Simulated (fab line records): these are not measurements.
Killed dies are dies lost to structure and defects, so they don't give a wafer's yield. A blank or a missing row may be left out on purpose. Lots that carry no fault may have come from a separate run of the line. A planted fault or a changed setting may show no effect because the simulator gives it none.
fab line records	flow sky130
record lots=6	wafers=18	last_day=50
route steps=708 shown METAL5@665 PASSIVATION@681 PAD_OPEN@694
lots untouched by any fault: they come from a run of this same line in which no faults occurred
start_h: start of the lot's first displayed wafer, in hours after the record's first day	wait_h: how many hours have passed since the lot's step before this one	" identical to the entry in the row above	L1.1+2: several wafers, shown together as one row	- no value present, or no start provided	* or withheld: withheld	< > ~ a bound
route shown NAME@n: NAME is a module with steps in the file, n the number in the route of the first one	usual: average and standard deviation across the fault-free wafers	same: alike in all rows	chamber/n: place in a boat	sites: per-site readings	_std_site: the standard deviation of these	_edge_site: inner sites' mean taken away from outer sites' mean	radius_mm: for every site, how far away it sits from the centre of the wafer	mask NAME#n: copy n	behind: the most recent tool/chamber to have shaped the wafer	hold: reason for holding the lot/hours on hold/outcome of the hold	device: whichever transistor did not switch (one of n, p or np)	end of line: tests run on the same wafers once the route is complete	a step with no rows: only its recipe	killed: at the first sort, the dies lost to defects and structure; wafer yield is something else	map: dies across one wafer; x = killed, . = not, _ = none there
set.NAME: setting as actually run; set.NAME@STEP: the setting as run at that earlier step	model.NAME: the simulator's own value behind a step, which no gauge read
lots at some steps of the route; a table a step, a row a wafer
services: the hour from which a tool's chamber was out of use, counted from the record's first day as start_h (under 0 if before that day), plus the number of hours and why
## steps
# step SKY_METAL5_SPUTTER_04
# recipe material=TiN	target_thk_nm=70	power_w=6500	time_s=58.3	chamber_pressure_pa=0.4078
# usual cathode_dc_power_W=6499.8/1.2	throttle_valve_pct=30.3/0.92
lot.wafer	tool	chamber	start_h	wait_h	cathode_dc_power_W	throttle_valve_pct
L139.2	pvd_sputter-03	-	1011.69	0.0	6500.7	30.9
L139.3	"	-	"	"	6499.5	30.5
L139.4	"	-	"	"	6502.0	29.7
L143.1	pvd_sputter-04	-	1036.48	0.0	6498.5	30.5
L143.2	"	-	"	"	6500.8	29.5
L143.3	"	-	"	"	6499.5	30.4
L149.1	pvd_sputter-03	-	1077.81	0.0	6501.0	29.8
L149.2	"	-	"	"	6501.4	30.3
L149.5	"	-	"	"	6499.5	30.3
L151.1	pvd_sputter-01	-	1091.23	0.0	6500.1	30.0
L151.2	"	-	"	"	6499.3	31.9
L151.4	"	-	"	"	6499.0	27.7
L157.4	pvd_sputter-04	-	1121.60	0.0	6500.9	29.5
L157.5	"	-	"	"	6499.9	29.4
L157.6	"	-	"	"	6500.8	30.5
L158.1	pvd_sputter-01	-	1132.61	0.0	6502.5	31.2
L158.2	"	-	"	"	6501.5	30.1
L158.3	"	-	"	"	6499.2	31.9
# step SKY_METAL5_RS_MEAS_05
# recipe thk_meas_gauge=four-point-probe	reads=TiN_of_METAL5_SPUTTER_04+Ti_of_METAL5_SPUTTER_03+AlCu_of_METAL5_SPUTTER_02+TiN_of_METAL5_SPUTTER_01+Ti_of_METAL5_SPUTTER_00
# usual METAL5_ALCU_RS=0.02697/0.00025
lot.wafer	tool	chamber	start_h	wait_h	METAL5_ALCU_RS[ohm/sq]
L139.2	film_metro-04	-	1011.76	0.0	0.02739
L139.3	"	-	"	"	0.02763
L139.4	"	-	"	"	0.02753
L143.1	film_metro-03	-	1036.53	0.0	0.0267
L143.2	"	-	"	"	0.02662
L143.3	"	-	"	"	0.02666
L149.1	film_metro-04	-	1077.86	0.0	0.02678
L149.2	"	-	"	"	0.02691
L149.5	"	-	"	"	0.02665
L151.1	film_metro-02	-	1091.28	0.0	0.02726
L151.2	"	-	"	"	0.0272
L151.4	"	-	"	"	0.02713
L157.4	film_metro-04	-	1121.71	0.1	0.0269
L157.5	"	-	"	"	0.02688
L157.6	"	-	"	"	0.02691
L158.1	film_metro-02	-	1132.66	0.0	0.02686
L158.2	"	-	"	"	0.02697
L158.3	"	-	"	"	0.02694
# step SKY_METAL5_THK_MEAS_06
# recipe thk_meas_gauge=xrf	reads=AlCu_of_METAL5_SPUTTER_02
# usual METAL5_ALCU_THK=1153/13
lot.wafer	tool	chamber	start_h	wait_h	METAL5_ALCU_THK[nm]
L139.2	film_metro-04	-	1011.87	0.1	1134
L139.3	"	-	"	"	1133
L139.4	"	-	"	"	1131
L143.1	film_metro-03	-	1036.65	0.1	1162
L143.2	"	-	"	"	1169
L143.3	"	-	"	"	1162
L149.1	film_metro-04	-	1077.98	0.1	1166
L149.2	"	-	"	"	1163
L149.5	"	-	"	"	1172
L151.1	film_metro-02	-	1091.40	0.1	1146
L151.2	"	-	"	"	1147
L151.4	"	-	"	"	1149
L157.4	film_metro-04	-	1121.80	0.1	1157
L157.5	"	-	"	"	1159
L157.6	"	-	"	"	1156
L158.1	film_metro-02	-	1132.78	0.1	1159
L158.2	"	-	"	"	1158
L158.3	"	-	"	"	1154
# step SKY_METAL5_DEHYDRATE_07
# recipe temp_c=200	time_s=60
# step SKY_METAL5_HMDS_08
# recipe prime_time_s=60	prime_temp_c=120
# step SKY_METAL5_COAT_09
# recipe resist=NOVOLAK	spin_rpm=3000	resist_thk_nm=1800
# step SKY_METAL5_SOFTBAKE_10
# recipe temp_c=90	time_s=60	resist=NOVOLAK
# step SKY_METAL5_EXPOSE_11
# recipe mask_id=MM5	na=0.6	source_shape=conventional	sigma_outer=0.6	polarization=unpolarized	target_cd_nm=1600	dose_mj=190
# step SKY_METAL5_PEB_12
# recipe temp_c=withheld	time_s=*	resist=NOVOLAK
# step SKY_METAL5_DEVELOP_13
# recipe resist=NOVOLAK	developer=TMAH	develop_time_s=60	dev_temp_c=23
# step SKY_METAL5_DESCUM_14
# recipe chemistry=O2	source_power_w=150	bias_power_w=0	pressure_mtorr=10	temp_c=40	time_s=11
# usual drypump_motor_current_A=5.4/0.34	oes_product_au=1.002/0.0071
lot.wafer	tool	chamber	start_h	wait_h	drypump_motor_current_A	oes_product_au	rf_hours_counter_h
L139.2	rie_metal-01	1	1035.15	0.1	5.6	0.995	6
L139.3	"	0	"	"	4.9	0.993	-
L139.4	"	1	"	"	5.7	0.984	-
L143.1	rie_metal-04	0	1058.44	0.1	5.4	1.004	16
L143.2	"	1	"	"	5.8	0.997	23
L143.3	"	1	"	"	5.8	0.989	-
L149.1	rie_metal-04	1	1098.86	0.1	5.8	1.009	26
L149.2	"	0	"	"	5.3	0.997	19
L149.5	"	0	"	"	5.3	1.006	-
L151.1	rie_metal-04	1	1111.21	0.1	5.8	0.994	27
L151.2	"	0	"	"	5.4	0.991	21
L151.4	"	1	"	"	5.8	0.998	-
L157.4	rie_metal-03	1	1140.62	0.1	5.0	1.010	-
L157.5	"	0	"	"	5.7	1.013	-
L157.6	"	1	"	"	5.0	0.998	-
L158.1	rie_metal-01	1	1151.00	0.1	5.7	1.011	13
L158.2	"	0	"	"	4.9	1.003	12
L158.3	"	0	"	"	4.9	1.010	-
# step SKY_METAL5_METAL_ETCH_15
# recipe target_depth_a=12600	stop_on=SiO2	over_etch_frac=0.2	time_s=252	chemistry=Cl2/BCl3	resist_sidewall_deg=86	pressure_mtorr=10	icp_w=900	bias_w=48.5	Cl2_flow_sccm=60	bcl3_flow_sccm=30
# step SKY_METAL5_STRIP_16
# recipe chemistry=O2/N2	power_w=1400	pressure_mtorr=1500	platen_temp_c=withheld	o2_flow_sccm=3000	n2_flow_sccm=300	overash_fraction=0.5
# usual drypump_motor_current_A=5.6/0.31	oes_product_au=0.710/0.0046	strip_time_to_endpoint_s=13.03/0.1
lot.wafer	tool	chamber	start_h	wait_h	drypump_motor_current_A	oes_product_au	rf_hours_counter_h	strip_time_to_endpoint_s
L139.2	plasma_asher-01	1	1035.42	0.2	5.5	0.705	58	13.07
L139.3	"	1	"	"	5.5	0.713	-	12.88
L139.4	"	0	"	"	5.4	0.712	-	12.96
L143.1	plasma_asher-03	1	1058.71	0.2	5.2	0.711	32	13.11
L143.2	"	0	"	"	5.7	0.712	32	13.17
L143.3	"	0	"	"	5.7	0.712	-	13.03
L149.1	plasma_asher-01	0	1099.13	0.2	5.4	0.703	65	13.03
L149.2	"	1	"	"	5.5	0.706	65	13.01
L149.5	"	0	"	"	5.4	0.709	-	12.92
L151.1	plasma_asher-03	0	1111.48	0.2	5.7	0.706	37	12.99
L151.2	"	1	"	"	5.3	0.715	37	12.94
L151.4	"	1	"	"	5.3	0.713	-	12.91
L157.4	plasma_asher-03	1	1140.91	0.1	5.3	0.708	-	12.84
L157.5	"	0	"	"	5.7	0.716	-	12.91
L157.6	"	1	"	"	5.3	0.711	-	12.87
L158.1	plasma_asher-03	1	1151.27	0.2	5.2	0.708	41	13.05
L158.2	"	0	"	"	5.7	0.706	41	13.01
L158.3	"	1	"	"	5.3	0.705	-	13.06
# step SKY_METAL5_STRIP_17
# recipe chemistry=post_etch_residue_remover	time_s=1200	temp_c=72.5
# step SKY_METAL5_CLEAN_18
# recipe chemistry=IPA	time_s=180	temp_c=25
# step SKY_METAL5_CLEAN_19
# recipe chemistry=O3/DIW	dry=n2_spin
# step SKY_PASSIVATION_CVD_00
# recipe material=SiO2	target_thk_nm=90	temp_c=400	time_s=withheld	rf_w=600
# usual heater_power_w=701/95
lot.wafer	tool	chamber	start_h	wait_h	heater_power_w
L139.2	pecvd-02	0	1036.01	0.0	750
L139.3	"	1	"	"	542
L139.4	"	1	"	"	561
L143.1	pecvd-02	1	1059.30	0.0	673
L143.2	"	2	"	"	614
L143.3	"	0	"	"	690
L149.1	pecvd-04	1	1099.77	0.0	805
L149.2	"	2	"	"	694
L149.5	"	2	"	"	553
L151.1	pecvd-02	0	1112.07	0.0	809
L151.2	"	2	"	"	588
L151.4	"	0	"	"	814
L157.4	pecvd-02	2	1141.49	0.0	648
L157.5	"	0	"	"	706
L157.6	"	1	"	"	657
L158.1	pecvd-01	1	1151.86	0.0	587
L158.2	"	0	"	"	795
L158.3	"	2	"	"	643
# step SKY_PASSIVATION_THK_MEAS_01
# recipe reads=SiO2_of_PASSIVATION_CVD_00
# usual PASSIVATION_CVD_00_THK=90.3/1.1
lot.wafer	tool	chamber	start_h	wait_h	PASSIVATION_CVD_00_THK[nm]
L139.2	film_metro-03	-	1036.04	-	90.5
L139.3	"	-	"	"	89.9
L139.4	"	-	"	"	90.3
L143.1	film_metro-02	-	1059.32	-	89.6
L143.2	"	-	"	"	88.7
L143.3	"	-	"	"	89.2
L149.1	film_metro-02	-	1099.79	-	91.0
L149.2	"	-	"	"	90.6
L149.5	"	-	"	"	93.2
L151.1	film_metro-02	-	1112.09	-	89.5
L151.2	"	-	"	"	87.7
L151.4	"	-	"	"	91.2
L157.4	film_metro-01	-	1141.53	-	90.0
L157.5	"	-	"	"	90.2
L157.6	"	-	"	"	90.0
L158.1	film_metro-01	-	1151.88	-	89.6
L158.2	"	-	"	"	90.1
L158.3	"	-	"	"	89.3
# step SKY_PASSIVATION_CVD_02
# recipe material=Si3N4	target_thk_nm=540	temp_c=400	time_s=withheld	rf_w=450
# step SKY_PASSIVATION_THK_MEAS_03
# recipe reads=Si3N4_of_PASSIVATION_CVD_02
# usual PASSIVATION_CVD_02_THK=540/7.2
lot.wafer	tool	chamber	start_h	wait_h	PASSIVATION_CVD_02_THK[nm]
L139.2	film_metro-01	-	1036.32	-	527
L139.3	"	-	"	"	530
L139.4	"	-	"	"	544
L143.1	film_metro-01	-	1059.61	-	519
L143.2	"	-	"	"	533
L143.3	"	-	"	"	525
L149.1	film_metro-02	-	1100.07	-	540
L149.2	"	-	"	"	544
L149.5	"	-	"	"	547
L151.1	film_metro-02	-	1112.38	-	535
L151.2	"	-	"	"	541
L151.4	"	-	"	"	542
L157.4	film_metro-02	-	1141.81	-	539
L157.5	"	-	"	"	545
L157.6	"	-	"	"	538
L158.1	film_metro-03	-	1152.17	-	546
L158.2	"	-	"	"	548
L158.3	"	-	"	"	550
# step SKY_PASSIVATION_DEHYDRATE_04
# recipe temp_c=200	time_s=60
# step SKY_PASSIVATION_HMDS_05
# recipe prime_time_s=60	prime_temp_c=120
# step SKY_PASSIVATION_COAT_06
# recipe spin_rpm=2000	resist_thk_nm=3049
# step SKY_PASSIVATION_SOFTBAKE_07
# recipe temp_c=110	time_s=withheld
# step SKY_PASSIVATION_EXPOSE_08
# recipe mask_id=NSM	target_cd_nm=3000	na=0.57	dose_mj=260
# step SKY_PASSIVATION_PEB_09
# recipe temp_c=115	time_s=withheld
# step SKY_PASSIVATION_DEVELOP_10
# recipe develop_time_s=60	dev_temp_c=23
# step SKY_PASSIVATION_ETCH_11
# recipe chemistry=CF4/O2	target_depth_nm=725	stop_on=AlCu	source_w=800	bias_w=150	pressure_mtorr=150	cf4_flow_sccm=80	O2_flow_sccm=10	time_s=161.1
# step SKY_PASSIVATION_STRIP_12
# recipe chemistry=O2/N2	power_w=1400	pressure_mtorr=1500	platen_temp_c=withheld	overash_fraction=0.7	o2_flow_sccm=3000	n2_flow_sccm=300
# step SKY_PAD_OPEN_DEHYDRATE_00
# recipe temp_c=200	time_s=60
# step SKY_PAD_OPEN_HMDS_01
# recipe prime_time_s=60	prime_temp_c=120
# step SKY_PAD_OPEN_COAT_02
# recipe spin_rpm=2000	resist_thk_nm=3000
# step SKY_PAD_OPEN_SOFTBAKE_03
# recipe temp_c=110	time_s=withheld
# step SKY_PAD_OPEN_EXPOSE_04
# recipe mask_id=PDM	target_cd_nm=60000	na=0.57	dose_mj=260
# step SKY_PAD_OPEN_PEB_05
# recipe temp_c=115	time_s=withheld
# step SKY_PAD_OPEN_DEVELOP_06
# recipe develop_time_s=60	dev_temp_c=23
# step SKY_PAD_OPEN_ETCH_07
# recipe chemistry=CF4/O2	target_depth_nm=725	stop_on=AlCu	source_w=786.8	bias_w=150	pressure_mtorr=150	cf4_flow_sccm=80	O2_flow_sccm=10	time_s=161.1
# usual cf4_flow_sccm=80.00/0.24	drypump_motor_current_A=6.0/0.37	oes_product_au=0.974/0.0066	throttle_valve_pct=5.963/0.0097
lot.wafer	tool	chamber	start_h	wait_h	cf4_flow_sccm	drypump_motor_current_A	oes_product_au	rf_hours_counter_h	throttle_valve_pct
L139.2	rie_diel-02	3	1078.54	-	80.08	5.5	0.969	6	5.954
L139.3	"	1	"	"	79.84	5.1	0.978	23	5.952
L139.4	"	1	"	"	79.75	5.1	0.973	-	5.967
L143.1	rie_diel-02	3	1100.19	-	79.89	5.5	0.958	7	5.953
L143.2	"	0	"	"	80.18	5.2	0.970	11	5.964
L143.3	"	2	"	"	79.89	6.1	0.967	27	5.962
L149.1	rie_diel-04	3	1138.36	-	80.04	6.3	0.974	1	5.964
L149.2	"	1	"	"	79.79	6.3	0.982	26	5.958
L149.5	"	3	"	"	80.40	6.3	0.980	-	5.947
L151.1	rie_diel-04	1	1149.86	-	80.14	6.3	0.967	26	5.971
L151.2	"	3	"	"	80.45	6.3	0.976	1	5.982
L151.4	"	0	"	"	79.86	5.9	0.977	17	5.960
L157.4	rie_diel-04	2	1176.18	-	79.89	6.4	0.975	27	5.957
L157.5	"	1	"	"	80.03	6.3	0.975	-	5.969
L157.6	"	0	"	"	79.82	5.9	0.979	-	5.955
L158.1	rie_diel-04	3	1185.53	-	80.04	6.3	0.980	2	5.953
L158.2	"	0	"	"	79.59	5.9	0.977	18	5.976
L158.3	"	1	"	"	79.94	6.3	0.983	28	5.968
# step SKY_PAD_OPEN_STRIP_08
# recipe chemistry=O2/N2	power_w=1400	pressure_mtorr=1500	platen_temp_c=withheld	overash_fraction=0.7	o2_flow_sccm=3000	n2_flow_sccm=300
# usual drypump_motor_current_A=5.8/0.42	oes_product_au=0.664/0.0053	strip_time_to_endpoint_s=37.03/0.11
lot.wafer	tool	chamber	start_h	wait_h	drypump_motor_current_A	oes_product_au	rf_hours_counter_h	strip_time_to_endpoint_s
L139.2	plasma_asher-03	1	1078.65	0.1	5.2	0.669	34	37.19
L139.3	"	0	"	"	5.7	0.664	-	37.20
L139.4	"	1	"	"	5.2	0.661	-	37.16
L143.1	plasma_asher-04	1	1100.30	0.1	6.3	0.664	4	37.10
L143.2	"	0	"	"	5.6	0.664	4	37.18
L143.3	"	1	"	"	6.4	0.664	-	37.23
L149.1	plasma_asher-03	1	1138.47	0.1	5.3	0.672	40	37.12
L149.2	"	0	"	"	5.7	0.664	40	37.13
L149.5	"	1	"	"	5.3	0.658	-	37.10
L151.1	plasma_asher-04	0	1149.97	0.1	5.6	0.657	8	37.06
L151.2	"	1	"	"	6.3	0.662	8	37.11
L151.4	"	0	"	"	5.6	0.662	-	37.22
L157.4	plasma_asher-04	1	1176.32	0.1	6.3	0.668	-	36.97
L157.5	"	0	"	"	5.6	0.659	-	36.90
L157.6	"	1	"	"	6.3	0.657	-	36.94
L158.1	plasma_asher-04	1	1185.64	0.1	6.3	0.660	12	37.03
L158.2	"	0	"	"	5.6	0.665	12	36.93
L158.3	"	0	"	"	5.6	0.659	-	37.03
# step SKY_PAD_OPEN_STRIP_09
# recipe chemistry=post_etch_residue_remover	time_s=1200	temp_c=72.5
# step SKY_PAD_OPEN_CLEAN_10
# recipe chemistry=IPA	time_s=180	temp_c=25
# step SKY_PAD_OPEN_CLEAN_11
# recipe chemistry=O3/DIW	dry=n2_spin
# step SKY_PAD_OPEN_ANNEAL_12
# recipe temp_c=400	time_s=withheld	ambient=N2/H2	idle_temp_c=300	ramp_up_c_per_min=8	ramp_down_c_per_min=4
# step SKY_PAD_OPEN_PROBE_99
# usual defect_limited_yield=82.2/1.7	killed_at_M0_to_M3=44/6.3	killed_at_M4_up=3.1/2	killed_at_contacts=24/4.8	killed_at_front_end=15/4.6	killed_at_other=0.2/0.51	killed_dies=87/8.4	killed_on_rim=17/3.9	killed_open=48/6.4	killed_short=39/5.9	sort_bin_3_pad_short=0.9/0.41	sort_bin_5_function=10.5/1.4	sort_bin_6_memory=6.3/1.1	sort_n_pass=405/8.4	sort_yield_pct=82.2/1.7
# same gross_dies=492	killed_at_back_side=0	sort_bin_4_leakage[%]=0	sort_bin_8_speed[%]=0
lot.wafer	tool	chamber	start_h	wait_h	defect_limited_yield[%]	killed_at_M0_to_M3	killed_at_M4_up	killed_at_contacts	killed_at_front_end	killed_at_other	killed_dies	killed_on_rim	killed_open	killed_short	sort_bin_3_pad_short[%]	sort_bin_5_function[%]	sort_bin_6_memory[%]	sort_n_pass	sort_yield_pct[%]	model.etest.tester.sort_n_pass	model.etest.tester.sort_yield_pct	model.etest.tester.sort_bin_5_pct	model.etest.tester.sort_bin_3_pct
L139.2	prober-01	-	1080.91	0.1	83.1	37	0	32	13	1	83	15	46	37	0.2	11.2	5.5	409	83.1	409	83.13	11.18	0.2033
L139.3	prober-01	-	1080.96	0.2	83.7	48	1	18	13	0	80	14	47	33	0.6	10.6	5.1	412	83.7	412	83.74	10.57	0.6098
L139.4	prober-01	-	1081.01	0.2	79.7	50	3	32	14	1	100	14	53	47	1.6	12.8	5.9	392	79.7	392	79.67	12.8	1.626
L149.1	prober-01	-	1140.83	0.1	84.6	43	2	16	15	0	76	16	35	41	1.0	7.3	7.1	416	84.6	416	84.55	7.317	1.016
L149.2	prober-01	-	1140.88	0.1	81.5	46	5	20	20	0	91	19	42	49	0.6	10.0	7.9	401	81.5	401	81.5	9.959	0.6098
L149.5	prober-01	-	1141.03	0.2	83.1	38	6	24	15	0	83	16	39	44	0.4	10.6	5.9	409	83.1	409	83.13	10.57	0.4065
L151.1	prober-01	-	1152.21	0.1	79.9	52	3	20	23	1	99	26	48	51	0.2	12.0	7.9	393	79.9	393	79.88	11.99	0.2033
L151.2	prober-01	-	1152.26	0.1	81.1	49	4	24	16	0	93	14	49	44	1.8	9.1	7.9	399	81.1	399	81.1	9.146	1.829
L151.4	prober-01	-	1152.36	0.2	79.9	63	0	19	17	0	99	16	55	44	0.8	12.6	6.7	393	79.9	393	79.88	12.6	0.813
L157.4	prober-01	-	1178.80	0.2	71.7	44	66	21	7	1	139	20	47	28	4.3	16.7	7.3	353	71.7	353	71.75	16.67	4.268
L157.5	prober-01	-	1178.85	0.2	78.3	40	31	24	12	0	107	25	50	34	2.2	12.4	7.1	385	78.3	385	78.25	12.4	2.236
L157.6	prober-01	-	1178.90	0.2	71.1	48	61	20	13	0	142	14	50	31	4.9	16.9	7.1	350	71.1	350	71.14	16.87	4.878
L158.1	prober-02	-	1187.95	0.1	71.5	39	61	30	10	0	140	14	37	42	4.1	18.3	6.1	352	71.5	352	71.54	18.29	4.065
L158.2	prober-02	-	1188.00	0.1	78.9	41	23	23	17	0	104	25	52	32	2.6	11.4	7.1	388	78.9	388	78.86	11.38	2.642
L158.3	prober-02	-	1188.05	0.2	72.0	43	63	22	10	0	138	22	42	36	4.3	17.7	6.1	354	72.0	354	71.95	17.68	4.268
# killed by level:class
L139.2 CONTACT:geometric_particle:open=11 CONTACT:geometric_particle:short=10 VIA1:geometric_particle:open=7 VIA2:geometric_particle:open=6 LI_CONTACT:geometric_particle:open=5 VIA3:geometric_particle:open=4 POLY_GATE:geometric_particle:short=4 VIA1:geometric_particle:short=4
L139.3 VIA1:geometric_particle:open=12 VIA3:geometric_particle:open=8 CONTACT:geometric_particle:open=7 METAL2:geometric_particle:short=7 FIELD_ISO:geometric_particle:open=6 LI_CONTACT:geometric_particle:open=6 VIA1:geometric_particle:short=5 METAL1:geometric_particle:short=4
L139.4 METAL1:geometric_particle:short=11 CONTACT:geometric_particle:open=11 VIA1:geometric_particle:open=8 LI_CONTACT:geometric_particle:open=7 VIA2:geometric_particle:open=7 VIA3:geometric_particle:open=6 CONTACT:geometric_particle:short=6 VIA1:geometric_particle:short=6
L149.1 VIA1:geometric_particle:open=12 METAL1:geometric_particle:short=6 CONTACT:geometric_particle:open=5 CONTACT:geometric_particle:short=5 METAL2:geometric_particle:short=5 METAL3:geometric_particle:short=5 POLY_GATE:geometric_particle:short=4 FIELD_ISO:geometric_particle:short=3
L149.2 VIA1:geometric_particle:open=9 CONTACT:geometric_particle:open=8 METAL1:geometric_particle:short=7 LOCAL_INTERCONNECT:geometric_particle:short=6 VIA1:geometric_particle:short=6 FIELD_ISO:geometric_particle:short=5 METAL2:geometric_particle:short=5 SONOS_ONO:geometric_particle:open=4
L149.5 CONTACT:geometric_particle:open=9 VIA3:geometric_particle:open=7 METAL2:geometric_particle:short=7 FIELD_ISO:geometric_particle:short=6 CONTACT:geometric_particle:short=6 LI_CONTACT:geometric_particle:open=5 METAL1:geometric_particle:short=5 VIA1:geometric_particle:open=5
L151.1 VIA1:geometric_particle:short=10 VIA1:geometric_particle:open=10 METAL2:geometric_particle:short=8 FIELD_ISO:geometric_particle:short=7 VIA3:geometric_particle:open=7 FIELD_ISO:geometric_particle:open=6 LOCAL_INTERCONNECT:geometric_particle:short=6 VIA2:geometric_particle:open=6
L151.2 VIA1:geometric_particle:open=13 CONTACT:geometric_particle:open=11 VIA1:geometric_particle:short=7 METAL1:geometric_particle:short=6 POLY_GATE:geometric_particle:short=5 LOCAL_INTERCONNECT:geometric_particle:short=5 VIA3:geometric_particle:open=5 VIA2:geometric_particle:open=5
L151.4 VIA1:geometric_particle:open=16 VIA3:geometric_particle:open=12 CONTACT:geometric_particle:open=8 METAL2:geometric_particle:short=7 VIA1:geometric_particle:short=7 POLY_GATE:geometric_particle:short=6 FIELD_ISO:geometric_particle:short=5 LI_CONTACT:geometric_particle:open=5
L157.4 METAL5:unspecified=64 METAL1:geometric_particle:short=11 CONTACT:geometric_particle:open=9 VIA2:geometric_particle:open=8 VIA3:geometric_particle:open=6 LI_CONTACT:geometric_particle:open=6 VIA1:geometric_particle:open=6 LI_CONTACT:geometric_particle:short=3
L157.5 METAL5:unspecified=23 VIA1:geometric_particle:open=12 LI_CONTACT:geometric_particle:open=10 VIA2:geometric_particle:open=8 LOCAL_INTERCONNECT:geometric_particle:short=6 METAL1:geometric_particle:short=6 CONTACT:geometric_particle:open=5 FIELD_ISO:geometric_particle:short=4
L157.6 METAL5:unspecified=61 VIA1:geometric_particle:open=15 VIA3:geometric_particle:open=8 POLY_GATE:geometric_particle:open=7 VIA2:geometric_particle:open=6 CONTACT:geometric_particle:open=5 LI_CONTACT:geometric_particle:short=5 VIA1:geometric_particle:short=5
L158.1 METAL5:unspecified=61 CONTACT:geometric_particle:open=11 VIA3:geometric_particle:open=7 METAL1:geometric_particle:short=7 LI_CONTACT:geometric_particle:open=6 CONTACT:geometric_particle:short=6 METAL2:geometric_particle:short=6 METAL3:geometric_particle:short=4
L158.2 METAL5:unspecified=20 VIA2:geometric_particle:open=9 CONTACT:geometric_particle:open=8 VIA1:geometric_particle:open=8 FIELD_ISO:geometric_particle:open=6 VIA3:geometric_particle:open=6 LI_CONTACT:geometric_particle:open=5 LOCAL_INTERCONNECT:geometric_particle:short=5
L158.3 METAL5:unspecified=60 CONTACT:geometric_particle:open=12 VIA1:geometric_particle:open=12 METAL1:geometric_particle:short=8 FIELD_ISO:geometric_particle:short=5 CONTACT:geometric_particle:short=4 VIA3:geometric_particle:open=4 VIA1:geometric_particle:short=4
# map L157.6 (x killed, . not)
__________....xx...._________
________.......x.xx..._______
______..........x.x.xx.._____
_____.....x.x....x.x...x.____
____...........xx...x.xx..___
___....x......xxxxxxx.xxx..__
__....x.......xxxxxxxx...x.._
_...xx..x....xxxxxxxxxx..x..x
_....x......xxxxxxxxxxx.....x
_............xxxxxxxxxx......
_.....x...xxxxxxxxxxxxx...xx.
_......x..x..xxxxxxxx........
_..x....x.......xxx.....x....
_..x.x....x.....x.....x..x...
_.............x..............
__x....x.xx.....x.x.......xx_
___.x....x...x....x....x...__
____.x..........xx........___
_____x...x.........x.....____
______x..........x......_____
________..x...xx..x..._______
__________.........._________
# map L158.1 (x killed, . not)
__________.x..x....._________
________......xx..xx.._______
______x.......x..x...x.._____
_____....x....x.xx.......____
____.......x.x....x.....x.___
___.......x..xxxxxx........__
__........x.x.xxxxxxxx....x._
_.............xxxxxxxxxxx....
_.....x......xxxxxxxxxxx.....
_....x...xx..xxxxxxxxxx.x.x..
_..xx..x.....x.xxxxxxx....x..
_............xxxxxxxxx.x.....
_..x.............xx.x..x.....
_xx...x...x.....xx.......x...
_......x........x.x..x.......
__........x.........x..xxxx._
___.x...........xx...x.....__
____..xxx...xxx.....x.x...___
_____...xx..........x....____
______..........x..x.x.x_____
________...x.........._______
__________x.....x..._________
## services
tool	chamber	start_h	hours	kind
rie_metal-01	-	989.06	15.6	pm
rie_diel-04	2	992.93	4.6	repair
pvd_sputter-01	-	993.96	13.2	repair
rie_metal-04	-	1007.62	0.5	repair
plasma_asher-04	-	1018.18	0.6	repair
rie_diel-02	1	1025.53	4.1	repair
rie_diel-02	3	1030.77	10.8	repair
plasma_asher-01	-	1044.02	2.3	repair
plasma_asher-04	-	1055.25	9.0	pm
rie_metal-01	-	1061.38	2.8	pm
rie_diel-02	2	1067.50	15.1	repair
plasma_asher-01	-	1070.74	0.4	repair
plasma_asher-03	-	1094.23	1.4	repair
rie_diel-04	2	1098.02	5.8	repair
rie_metal-01	-	1101.92	14.6	pm
rie_diel-04	3	1105.44	2.9	repair
plasma_asher-01	-	1124.36	2.8	repair
rie_diel-02	-	1124.93	14.6	pm
rie_metal-04	-	1136.33	2.8	pm
pvd_sputter-01	-	1139.45	2.7	repair
rie_diel-02	0	1142.84	2.6	repair
pvd_sputter-03	-	1143.09	0.6	repair
rie_diel-02	-	1177.95	2.8	pm
plasma_asher-01	-	1180.46	0.5	repair
## key
first_sign step=SKY_PAD_OPEN_PROBE_99	reading=killed_at_M4_up	direction=up	sigmas=24	usual=3.1	struck=50.8
effect step=SKY_PAD_OPEN_PROBE_99	reading=sort_bin_3_pad_short	direction=up	sigmas=6.9	usual=0.9	struck=3.7
model_effect step=SKY_PAD_OPEN_PROBE_99	value=etest.tester.sort_n_pass	without=406	struck=363.7
met_at SKY_METAL5_STRIP_16
struck_wafers L157.4,L157.5,L157.6,L158.1,L158.2,L158.3
onset_between 1111.48 1140.91
also_fits time
fault kind=chamber_particle_source	tool=plasma_asher-03	chamber=-	onset_h=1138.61	steps=SKY_METAL5_STRIP_16	rate_per_visit_cm2=1.3285	end_h=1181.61
